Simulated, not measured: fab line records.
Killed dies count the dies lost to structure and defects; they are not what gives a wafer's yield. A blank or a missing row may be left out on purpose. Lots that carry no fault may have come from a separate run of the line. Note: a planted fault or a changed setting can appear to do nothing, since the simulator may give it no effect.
Matching of chambers -- flow sfq line -- SFQ_TRILAYER_I4_VIA_BARC_OPEN_VIA_ETCH_146 on rie diel-03 has 4 sister chambers
The step etches BARC in O2, target depth 125 nm, time 41.7 s. 14 wafers are shown with their chamber, then 7 later ones without.

== EACH WAFER AND ITS CHAMBER ==
wafer,chamber,drypump motor current A (A),oes product au (a.u.)
L074.4,3,5.1,0.683
L074.5,2,6.1,0.688
L074.6,3,5.1,0.678
L082.2,1,4.8,0.685
L082.5,3,5.1,0.690
L082.6,2,6.1,0.684
L085.1,2,6.1,0.684
L085.5,3,5.2,0.689
L085.6,0,5.9,0.685
L086.1,3,5.1,0.686
L086.5,3,5.1,0.690
L086.6,0,5.8,0.690
L090.1,3,5.1,0.687
L090.4,2,6.1,0.682

SIGNATURES (means of the wafers above)
reading,chamber 0,chamber 1,chamber 2,chamber 3,scatter within a chamber
drypump motor current A,5.850,4.800,6.100,5.114,0.0368
oes product au,0.68750,0.68500,0.68450,0.68614,0.00383
Rule: a wafer's distance from a chamber is the root of the sum, over the readings, of the square of ((its reading less the chamber's mean) divided by the reading's scatter). If the next closest chamber is less than 2 further off than the closest, the wafer can't be placed; otherwise it belongs to the closest. The scatter is the square root of a quotient: the sum, over the shown wafers, of each reading's squared deviation from its chamber's mean, divided by wafers minus chambers.

== WAFERS WITH NO CHAMBER GIVEN ==
wafer,drypump motor current A (A),oes product au (a.u.)
L090.6,5.1,0.681
L092.4,6.1,0.688
L092.5,4.8,0.685
L092.6,6.1,0.686
L096.1,5.1,0.686
L096.3,5.8,0.688
L096.6,5.1,0.686

== THE CHAMBER EACH PASSED THROUGH ==
wafer,from the rows above,in truth
L090.6,3,3
L092.4,2,2
L092.5,1,1
L092.6,2,2
L096.1,3,3
L096.3,0,0
L096.6,3,3
Correct placement for 7 of the 7. Not placeable from these rows: 0. Wrongly placed: 0.
